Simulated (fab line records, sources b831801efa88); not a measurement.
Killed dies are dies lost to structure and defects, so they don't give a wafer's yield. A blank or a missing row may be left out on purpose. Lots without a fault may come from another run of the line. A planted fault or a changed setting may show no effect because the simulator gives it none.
fab line records | flow sky130 | part 1 of 2: steps 1 to 28 of 41
record lots=5 wafers=15 last_day=49
route steps=708 shown VIA2@520 METAL3@532 CAPM@537
lots that met no fault: from a run of the same line without faults
start_h: hours from the record's first day to the start of the lot's first wafer shown | wait_h: hours since the lot's step before | " the same as in the row above | L1.1+2: a row that stands for several wafers | - no value, or no start given | * or withheld: withheld | < > ~ a bound
route shown NAME@n: a module of which the file shows steps, and the number in the route of the first | usual: mean/standard deviation of fault-free wafers | same: alike in all rows | chamber/n: place in a boat | sites: the reading at each site | _std_site: their standard deviation | _edge_site: outer sites' mean less inner sites' | radius_mm: how far each site lies from the wafer's centre | mask NAME#n: copy n | behind: the tool/chamber that last shaped the wafer | hold: why the lot was held/for how many hours/how that ended | device: the transistor (n, p or np) that didn't switch | end of line: the same wafers' tests at the end of the route | a step without rows: its recipe alone | killed: dies lost to structure and defects at the first sort, not the wafer's yield | map: a wafer's dies, x killed, . not, _ none there
set.NAME: the setting as run; set.NAME@STEP: as run at that earlier step | model.NAME: the simulator's own value behind a step, which no gauge read
lots at some steps of the route; a table a step, a row a wafer
services: from which hour (start_h, from the record's first day; less than 0 if before it) a tool's chamber was out of use, for how many hours, and why
## steps
# step SKY_VIA2_OVL_MEAS_13
# usual VIA2_OVL=-2/6.1
# columns lot.wafer tool chamber start_h wait_h VIA2_OVL[nm]
L083.1 overlay-01 - 911.80 0.1 -12
L083.5 " - " " -6
L083.6 " - " " -11
L087.2 overlay-01 - 941.56 0.1 1
L087.3 " - " " -6
L087.5 " - " " -5
L091.1 overlay-01 - 973.90 0.1 -2
L091.3 " - " " 2
L091.5 " - " " -1
L092.1 overlay-02 - 978.85 0.1 10
L092.3 " - " " 11
L092.5 " - " " 14
L094.2 overlay-02 - 991.11 0.1 -1
L094.5 " - " " -5
L094.6 " - " " 2
# step SKY_VIA2_ETCH_14
# recipe chemistry=N2/H2 target=BARC ion_energy_ev=200 source_w=500 bias_w=100 pressure_mtorr=30 n2_flow_sccm=100 h2_flow_sccm=200 stop_on=SiO2 time_s=45.9 target_depth_a=600
# usual drypump_motor_current_A=5.9/0.32 oes_product_au=0.855/0.0048 throttle_valve_pct=13.225/0.0089
# columns lot.wafer tool chamber start_h wait_h drypump_motor_current_A oes_product_au rf_hours_counter_h throttle_valve_pct
L083.1 rie_diel-04 2 911.83 0.0 5.7 0.855 3 13.205
L083.5 " 2 " " 5.8 0.858 - 13.228
L083.6 " 1 " " 6.2 0.853 - 13.209
L087.2 rie_diel-02 1 941.59 0.0 6.3 0.854 11 13.233
L087.3 " 3 " " 5.9 0.859 17 13.223
L087.5 " 2 " " 6.0 0.846 - 13.225
L091.1 rie_diel-01 3 973.94 0.0 6.5 0.851 5 13.213
L091.3 " 0 " " 5.7 0.845 2 13.233
L091.5 " 3 " " 6.5 0.857 - 13.231
L092.1 rie_diel-02 3 978.89 0.0 6.0 0.862 18 13.220
L092.3 " 1 " " 6.3 0.861 12 13.222
L092.5 " 0 " " 5.7 0.861 - 13.216
L094.2 rie_diel-04 3 991.14 0.0 5.9 0.852 12 13.219
L094.5 " 3 " " 5.9 0.855 - 13.218
L094.6 " 2 " " 5.8 0.848 - 13.230
# step SKY_VIA2_ETCH_15
# recipe target=SiO2 chemistry=C4F8/O2/Ar target_depth_nm=546 stop_on=TiN mask_material=KrF-thick source_w=1500 bias_w=1200 pressure_mtorr=40 c4f8_flow_sccm=withheld O2_flow_sccm=6 Ar_flow_sccm=300 time_s=84
# usual oes_product_au=0.940/0.0048
# columns lot.wafer tool chamber start_h wait_h oes_product_au rf_hours_counter_h
L083.1 rie_diel-04 2 911.88 0.0 0.941 3
L083.5 " 2 " " 0.940 -
L083.6 " 1 " " 0.941 -
L087.2 rie_diel-02 1 941.64 0.0 0.940 11
L087.3 " 3 " " 0.942 17
L087.5 " 2 " " 0.940 -
L091.1 rie_diel-01 3 973.98 0.0 0.939 5
L091.3 " 0 " " 0.947 2
L091.5 " 3 " " 0.942 -
L092.1 rie_diel-02 3 978.93 0.0 0.937 18
L092.3 " 1 " " 0.932 12
L092.5 " 0 " " 0.935 -
L094.2 rie_diel-04 3 991.19 0.0 0.942 12
L094.5 " 3 " " 0.941 -
L094.6 " 2 " " 0.938 -
# step SKY_VIA2_STRIP_16
# recipe chemistry=O2/N2 power_w=1400 pressure_mtorr=1500 platen_temp_c=withheld o2_flow_sccm=3000 n2_flow_sccm=300 overash_fraction=0.5
# usual drypump_motor_current_A=5.6/0.31 oes_product_au=0.399/0.0044 strip_time_to_endpoint_s=4.071/0.019
# columns lot.wafer tool chamber start_h wait_h drypump_motor_current_A oes_product_au rf_hours_counter_h strip_time_to_endpoint_s
L083.1 plasma_asher-01 1 911.94 0.0 5.6 0.400 48 4.109
L083.5 " 1 " " 5.6 0.408 - 4.078
L083.6 " 0 " " 5.3 0.397 - 4.071
L087.2 plasma_asher-02 0 941.70 0.0 5.3 0.409 76 4.070
L087.3 " 0 " " 5.3 0.400 - 4.112
L087.5 " 1 " " 5.7 0.398 - 4.096
L091.1 plasma_asher-01 1 974.04 0.0 5.6 0.409 54 4.087
L091.3 " 1 " " 5.6 0.395 - 4.072
L091.5 " 1 " " 5.6 0.390 - 4.088
L092.1 plasma_asher-01 1 978.99 0.0 5.6 0.396 55 4.078
L092.3 " 1 " " 5.6 0.403 - 4.073
L092.5 " 1 " " 5.6 0.396 - 4.082
L094.2 plasma_asher-04 0 991.25 0.0 5.9 0.407 25 4.055
L094.5 " 1 " " 6.2 0.404 - 4.048
L094.6 " 0 " " 5.9 0.401 - 4.059
# step SKY_VIA2_STRIP_17
# recipe chemistry=post_etch_residue_remover time_s=1200 temp_c=72.5
# usual bath_guard_temp_C=72.4/0.55
# columns lot.wafer tool chamber start_h wait_h bath_guard_temp_C
L083.1 wet_bench-01 3 912.04 0.1 72.9
L083.5 " 3 " " 72.9
L083.6 " 3 " " 73.1
L087.2 wet_bench-02 2 941.80 0.1 72.2
L087.3 " 2 " " 72.3
L087.5 " 2 " " 72.1
L091.1 wet_bench-01 0 974.14 0.1 71.5
L091.3 " 0 " " 71.4
L091.5 " 0 " " 71.3
L092.1 wet_bench-01 3 979.09 0.1 72.7
L092.3 " 3 " " 72.7
L092.5 " 3 " " 72.6
L094.2 wet_bench-01 3 991.35 0.1 73.3
L094.5 " 3 " " 72.7
L094.6 " 3 " " 72.9
# step SKY_VIA2_CLEAN_18
# recipe chemistry=IPA time_s=180 temp_c=25
# columns lot.wafer tool chamber start_h wait_h
L083.1+5+6 wet_bench-02 1 912.38 0.0
L087.2+3+5 wet_bench-03 1 942.14 0.0
L091.1+3+5 wet_bench-03 3 974.48 0.0
L092.1+3+5 wet_bench-01 1 979.43 0.0
L094.2+5+6 wet_bench-03 3 991.69 0.0
# step SKY_VIA2_CLEAN_19
# recipe chemistry=O3/DIW dry=n2_spin
# columns lot.wafer tool chamber start_h wait_h
L083.1+5+6 wet_bench-03 1 912.44 0.0
L087.2+3+5 wet_bench-01 1 942.20 0.0
L091.1+3+5 wet_bench-02 3 974.54 0.0
L092.1+3+5 wet_bench-02 0 979.49 0.0
L094.2+5+6 wet_bench-02 3 991.75 0.0
# step SKY_VIA2_SPUTTER_20
# recipe material=TiN target_thk_nm=20 chamber_pressure_pa=5 power_w=4000 time_s=80
# usual throttle_valve_pct=29.8/1
# columns lot.wafer tool chamber start_h wait_h throttle_valve_pct
L083.1 pvd_sputter-04 - 912.53 0.0 30.1
L083.5 " - " " 29.8
L083.6 " - " " 30.7
L087.2 pvd_sputter-01 - 942.29 0.0 30.5
L087.3 " - " " 28.3
L087.5 " - " " 28.4
L091.1 pvd_sputter-02 - 974.63 0.0 29.5
L091.3 " - " " 28.5
L091.5 " - " " 29.4
L092.1 pvd_sputter-04 - 979.58 0.0 29.7
L092.3 " - " " 32.4
L092.5 " - " " 30.6
L094.2 pvd_sputter-01 - 991.84 0.0 30.5
L094.5 " - " " 28.4
L094.6 " - " " 29.8
# step SKY_VIA2_CVD_21
# recipe material=W target_thk_nm=420 time_s=126.4 temp_c=400 pressure_torr=40
# usual chamber_pressure_Torr=40.00/0.085 heater_power_w=786/38
# columns lot.wafer tool chamber start_h wait_h chamber_pressure_Torr heater_power_w
L083.1 cvd_w-01 1 912.59 0.0 39.93 823
L083.5 " 0 " " 40.10 761
L083.6 " 1 " " 39.94 830
L087.2 cvd_w-01 1 942.35 0.0 40.13 835
L087.3 " 0 " " 40.08 756
L087.5 " 0 " " 39.99 761
L091.1 cvd_w-02 1 974.70 0.0 39.87 757
L091.3 " 1 " " 40.00 750
L091.5 " 1 " " 39.89 735
L092.1 cvd_w-01 0 979.64 0.0 40.03 743
L092.3 " 1 " " 40.02 810
L092.5 " 1 " " 39.96 834
L094.2 cvd_w-02 0 991.90 0.0 40.26 744
L094.5 " 1 " " 40.17 761
L094.6 " 0 " " 40.11 736
# step SKY_VIA2_RS_MEAS_22
# recipe thk_meas_gauge=four-point-probe reads=W_of_VIA2_CVD_21+TiN_of_VIA2_SPUTTER_20
# usual VIA2_W_RS=0.2734/0.0026
# columns lot.wafer tool chamber start_h wait_h VIA2_W_RS[ohm/sq]
L083.1 film_metro-02 - 912.72 0.1 0.2691
L083.5 " - " " 0.2676
L083.6 " - " " 0.2722
L087.2 film_metro-04 - 942.50 0.1 0.2710
L087.3 " - " " 0.2733
L087.5 " - " " 0.2723
L091.1 film_metro-04 - 974.83 0.1 0.2736
L091.3 " - " " 0.2748
L091.5 " - " " 0.2728
L092.1 film_metro-04 - 979.78 0.1 0.2767
L092.3 " - " " 0.2740
L092.5 " - " " 0.2740
L094.2 film_metro-04 - 992.05 0.1 0.2755
L094.5 " - " " 0.2764
L094.6 " - " " 0.2758
# step SKY_VIA2_THK_MEAS_23
# recipe thk_meas_gauge=xrf reads=W_of_VIA2_CVD_21
# usual VIA2_W_THK=426/5.9
# columns lot.wafer tool chamber start_h wait_h VIA2_W_THK[nm]
L083.1 film_metro-02 - 912.84 0.1 435
L083.5 " - " " 439
L083.6 " - " " 435
L087.2 film_metro-04 - 942.61 0.1 428
L087.3 " - " " 425
L087.5 " - " " 425
L091.1 film_metro-04 - 974.95 0.1 426
L091.3 " - " " 425
L091.5 " - " " 430
L092.1 film_metro-04 - 979.90 0.1 425
L092.3 " - " " 425
L092.5 " - " " 423
L094.2 film_metro-04 - 992.16 0.1 419
L094.5 " - " " 416
L094.6 " - " " 416
# step SKY_VIA2_CMP_24
# recipe stop_on=SiO2 t_overpolish_s=20 down_force_psi=3.5 platen_rpm=60 target_thk_nm=0 pad_velocity_m_s=0.94248
# usual motor_current_A=10.6/0.69 overpolish_run_s=20.001/0.0085 time_to_endpoint_s=102/3.3
# columns lot.wafer tool chamber start_h wait_h motor_current_A overpolish_run_s time_to_endpoint_s
L083.1 cmp-02 2 912.95 0.1 10.2 20.010 109
L083.6 " 1 " " 11.1 19.992 106
L083.5 " 2 " " 11.1 20.018 112
L087.3 cmp-02 0 942.76 0.1 9.6 19.998 106
L087.2 " 1 " " 10.9 19.999 103
L087.5 " 2 " " 11.2 19.978 101
L091.3 cmp-01 0 975.06 0.1 10.0 20.012 103
L091.1 " 1 " " 10.5 20.009 105
L091.5 " 0 " " 10.0 20.007 104
L092.1 cmp-02 1 980.01 0.1 11.3 20.000 104
L092.3 " 3 " " 10.2 19.996 102
L092.5 " 1 " " 11.5 20.014 106
L094.2 cmp-01 3 992.36 0.2 11.2 20.003 98
L094.5 " 0 " " 10.2 19.993 100
L094.6 " 1 " " 10.1 19.997 97
# step SKY_METAL3_SPUTTER_00
# recipe material=Ti target_thk_nm=15 power_w=3000 time_s=10 chamber_pressure_pa=0.4
# usual throttle_valve_pct=30.0/1
# columns lot.wafer tool chamber start_h wait_h throttle_valve_pct
L083.1 pvd_sputter-01 - 913.20 0.2 29.9
L083.5 " - " " 29.6
L083.6 " - " " 30.3
L087.2 pvd_sputter-01 - 942.96 0.1 30.6
L087.3 " - " " 29.8
L087.5 " - " " 30.6
L091.1 pvd_sputter-03 - 975.31 0.1 30.2
L091.3 " - " " 31.5
L091.5 " - " " 31.4
L092.1 pvd_sputter-03 - 980.26 0.2 29.4
L092.3 " - " " 29.6
L092.5 " - " " 31.8
L094.2 pvd_sputter-04 - 992.51 0.1 30.5
L094.5 " - " " 32.6
L094.6 " - " " 29.9
# step SKY_METAL3_SPUTTER_01
# recipe material=TiN target_thk_nm=20 power_w=6500 time_s=16.7 chamber_pressure_pa=0.4
# usual throttle_valve_pct=30.0/1
# columns lot.wafer tool chamber start_h wait_h throttle_valve_pct
L083.1 pvd_sputter-01 - 913.22 0.0 29.8
L083.5 " - " " 29.6
L083.6 " - " " 30.4
L087.2 pvd_sputter-01 - 942.98 0.0 30.3
L087.3 " - " " 29.9
L087.5 " - " " 30.5
L091.1 pvd_sputter-03 - 975.33 0.0 30.4
L091.3 " - " " 31.6
L091.5 " - " " 31.5
L092.1 pvd_sputter-03 - 980.28 0.0 29.7
L092.3 " - " " 29.8
L092.5 " - " " 31.5
L094.2 pvd_sputter-04 - 992.53 0.0 30.6
L094.5 " - " " 32.3
L094.6 " - " " 29.8
# step SKY_METAL3_SPUTTER_02
# recipe material=AlCu target_thk_nm=735 power_w=10600 time_s=39.1 chamber_pressure_pa=0.4
# usual throttle_valve_pct=30.0/1
# columns lot.wafer tool chamber start_h wait_h throttle_valve_pct
L083.1 pvd_sputter-01 - 913.25 0.0 29.7
L083.5 " - " " 29.5
L083.6 " - " " 30.4
L087.2 pvd_sputter-01 - 943.01 0.0 30.6
L087.3 " - " " 29.6
L087.5 " - " " 30.6
L091.1 pvd_sputter-03 - 975.35 0.0 30.0
L091.3 " - " " 31.7
L091.5 " - " " 31.3
L092.1 pvd_sputter-03 - 980.30 0.0 29.5
L092.3 " - " " 29.6
L092.5 " - " " 31.4
L094.2 pvd_sputter-04 - 992.56 0.0 30.4
L094.5 " - " " 32.6
L094.6 " - " " 29.8
# step SKY_METAL3_SPUTTER_03
# recipe material=Ti target_thk_nm=5 power_w=3000 time_s=3.3 chamber_pressure_pa=0.4
# usual throttle_valve_pct=30.0/1
# columns lot.wafer tool chamber start_h wait_h throttle_valve_pct
L083.1 pvd_sputter-01 - 913.29 0.0 29.8
L083.5 " - " " 30.0
L083.6 " - " " 30.8
L087.2 pvd_sputter-01 - 943.05 0.0 30.6
L087.3 " - " " 29.7
L087.5 " - " " 30.7
L091.1 pvd_sputter-03 - 975.39 0.0 30.2
L091.3 " - " " 31.6
L091.5 " - " " 31.5
L092.1 pvd_sputter-03 - 980.34 0.0 29.8
L092.3 " - " " 29.9
L092.5 " - " " 31.7
L094.2 pvd_sputter-04 - 992.60 0.0 30.3
L094.5 " - " " 32.4
L094.6 " - " " 29.7
# step SKY_METAL3_SPUTTER_04
# recipe material=TiN target_thk_nm=70 power_w=6500 time_s=58.3 chamber_pressure_pa=0.4
# usual throttle_valve_pct=30.0/1
# columns lot.wafer tool chamber start_h wait_h throttle_valve_pct
L083.1 pvd_sputter-01 - 913.31 0.0 29.8
L083.5 " - " " 29.7
L083.6 " - " " 30.6
L087.2 pvd_sputter-01 - 943.07 0.0 30.4
L087.3 " - " " 29.8
L087.5 " - " " 30.5
L091.1 pvd_sputter-03 - 975.41 0.0 30.4
L091.3 " - " " 31.5
L091.5 " - " " 31.6
L092.1 pvd_sputter-03 - 980.36 0.0 29.7
L092.3 " - " " 29.6
L092.5 " - " " 31.4
L094.2 pvd_sputter-04 - 992.62 0.0 30.8
L094.5 " - " " 32.4
L094.6 " - " " 29.3
# step SKY_CAPM_CVD_00
# recipe material=SiO2 target_thk_nm=15.5 temp_c=400 time_s=withheld rf_w=450
# usual heater_power_w=773/87
# columns lot.wafer tool chamber start_h wait_h heater_power_w
L083.1 pecvd-01 2 913.36 0.0 730
L083.5 " 2 " " 711
L083.6 " 1 " " 813
L087.2 pecvd-04 2 943.12 0.0 747
L087.3 " 0 " " 914
L087.5 " 1 " " 900
L091.1 pecvd-04 1 975.46 0.0 891
L091.3 " 0 " " 900
L091.5 " 1 " " 914
L092.1 pecvd-01 0 980.41 0.0 720
L092.3 " 1 " " 779
L092.5 " 0 " " 725
L094.2 pecvd-01 0 992.67 0.0 694
L094.5 " 0 " " 693
L094.6 " 1 " " 876
# step SKY_CAPM_THK_MEAS_01
# recipe reads=SiO2_of_CAPM_CVD_00
# usual CAPM_CVD_00_THK=15.49/0.2
# columns lot.wafer tool chamber start_h wait_h CAPM_CVD_00_THK[nm]
L083.1 film_metro-03 - 913.38 - 15.73
L083.5 " - " " 15.81
L083.6 " - " " 15.71
L087.2 film_metro-04 - 943.15 - 15.30
L087.3 " - " " 15.43
L087.5 " - " " 15.68
L091.1 film_metro-04 - 975.48 - 15.17
L091.3 " - " " 15.18
L091.5 " - " " 15.62
L092.1 film_metro-01 - 980.43 - 15.78
L092.3 " - " " 15.52
L092.5 " - " " 15.92
L094.2 film_metro-04 - 992.70 - 15.40
L094.5 " - " " 15.44
L094.6 " - " " 15.60
# step SKY_CAPM_SPUTTER_02
# recipe material=TiN target_thk_nm=200 temp_c=300 power_w=6500 time_s=166.7 chamber_pressure_pa=0.4
# usual throttle_valve_pct=30.0/1.1
# columns lot.wafer tool chamber start_h wait_h throttle_valve_pct
L083.1 pvd_sputter-02 - 913.44 0.1 28.0
L083.5 " - " " 29.8
L083.6 " - " " 29.3
L087.2 pvd_sputter-04 - 943.20 0.0 32.6
L087.3 " - " " 29.7
L087.5 " - " " 30.0
L091.1 pvd_sputter-04 - 975.54 0.1 30.5
L091.3 " - " " 29.9
L091.5 " - " " 30.7
L092.1 pvd_sputter-04 - 980.49 0.1 29.7
L092.3 " - " " 30.5
L092.5 " - " " 29.6
L094.2 pvd_sputter-04 - 992.75 0.0 29.9
L094.5 " - " " 29.6
L094.6 " - " " 30.5
# step SKY_CAPM_RS_MEAS_03
# recipe thk_meas_gauge=four-point-probe reads=TiN_of_CAPM_SPUTTER_02
# usual CAPM_TIN_RS=6.91/0.059
# columns lot.wafer tool chamber start_h wait_h CAPM_TIN_RS[ohm/sq]
L083.1 film_metro-01 - 913.55 0.1 6.90
L083.5 " - " " 6.86
L083.6 " - " " 6.91
L087.2 film_metro-04 - 943.33 0.1 6.87
L087.3 " - " " 6.91
L087.5 " - " " 6.96
L091.1 film_metro-01 - 975.65 0.1 6.94
L091.3 " - " " 6.83
L091.5 " - " " 6.95
L092.1 film_metro-04 - 980.60 0.1 6.83
L092.3 " - " " 6.87
L092.5 " - " " 6.85
L094.2 film_metro-03 - 992.88 0.1 6.99
L094.5 " - " " 6.98
L094.6 " - " " 6.99
# step SKY_CAPM_THK_MEAS_04
# recipe thk_meas_gauge=xrf reads=TiN_of_CAPM_SPUTTER_02
# usual CAPM_TIN_THK=196.2/1.9
# columns lot.wafer tool chamber start_h wait_h CAPM_TIN_THK[nm]
L083.1 film_metro-01 - 913.67 0.1 196.6
L083.5 " - " " 196.7
L083.6 " - " " 195.1
L087.2 film_metro-04 - 943.44 0.1 196.1
L087.3 " - " " 195.0
L087.5 " - " " 193.6
L091.1 film_metro-01 - 975.77 0.1 194.8
L091.3 " - " " 198.1
L091.5 " - " " 195.9
L092.1 film_metro-04 - 980.72 0.1 198.7
L092.3 " - " " 196.1
L092.5 " - " " 198.2
L094.2 film_metro-03 - 992.99 0.1 193.6
L094.5 " - " " 193.6
L094.6 " - " " 193.7
# step SKY_CAPM_DEHYDRATE_05
# recipe temp_c=200 time_s=60
# columns lot.wafer tool chamber start_h wait_h
L083.1+5+6 litho_track-03 0 926.10 12.4
L087.2+3+5 litho_track-04 0 955.86 12.4
L091.1+3+5 litho_track-03 0 986.85 11.1
L092.1+3+5 litho_track-03 0 991.85 11.1
L094.2+5+6 litho_track-04 0 1004.21 11.2
# step SKY_CAPM_HMDS_06
# recipe prime_time_s=60 prime_temp_c=120
# columns lot.wafer tool chamber start_h wait_h
L083.1+5+6 litho_track-03 0 926.25 0.1
L087.2+3+5 litho_track-04 0 956.01 0.1
L091.1+3+5 litho_track-03 0 987.00 0.1
L092.1+3+5 litho_track-03 0 992.00 0.1
L094.2+5+6 litho_track-04 0 1004.36 0.1
# step SKY_CAPM_COAT_07
# recipe resist=NOVOLAK spin_rpm=3000 resist_thk_nm=1140
# columns lot.wafer tool chamber start_h wait_h
L083.1+5+6 litho_track-03 0 926.40 0.1
L087.2+3+5 litho_track-04 0 956.16 0.1
L091.1+3+5 litho_track-03 0 987.15 0.1
L092.1+3+5 litho_track-03 0 992.15 0.1
L094.2+5+6 litho_track-04 0 1004.51 0.1
# step SKY_CAPM_SOFTBAKE_08
# recipe temp_c=90 time_s=60 resist=NOVOLAK
# columns lot.wafer tool chamber start_h wait_h
L083.1+5+6 litho_track-03 0 926.55 0.1
L087.2+3+5 litho_track-04 0 956.31 0.1
L091.1+3+5 litho_track-03 0 987.30 0.1
L092.1+3+5 litho_track-03 0 992.30 0.1
L094.2+5+6 litho_track-04 0 1004.66 0.1
# step SKY_CAPM_EXPOSE_09
# recipe mask_id=CAPM na=0.6 source_shape=conventional sigma_outer=0.6 polarization=unpolarized target_cd_nm=1000 dose_mj=159
# columns lot.wafer tool chamber start_h wait_h mask
L083.1+5+6 iline_stepper-02 0 - - CAPM#0
L087.2+3+5 iline_stepper-02 0 - - CAPM#0
L091.1+3+5 iline_stepper-02 0 - - CAPM#0
L092.1+3+5 iline_stepper-01 0 - - CAPM#0
L094.2+5+6 iline_stepper-01 0 - - CAPM#0
# step SKY_CAPM_PEB_10
# recipe temp_c=withheld time_s=* resist=NOVOLAK
# columns lot.wafer tool chamber start_h wait_h
L083.1+5+6 litho_track-04 0 - -
L087.2+3+5 litho_track-03 0 - -
L091.1+3+5 litho_track-03 0 - -
L092.1+3+5 litho_track-04 0 - -
L094.2+5+6 litho_track-04 0 - -
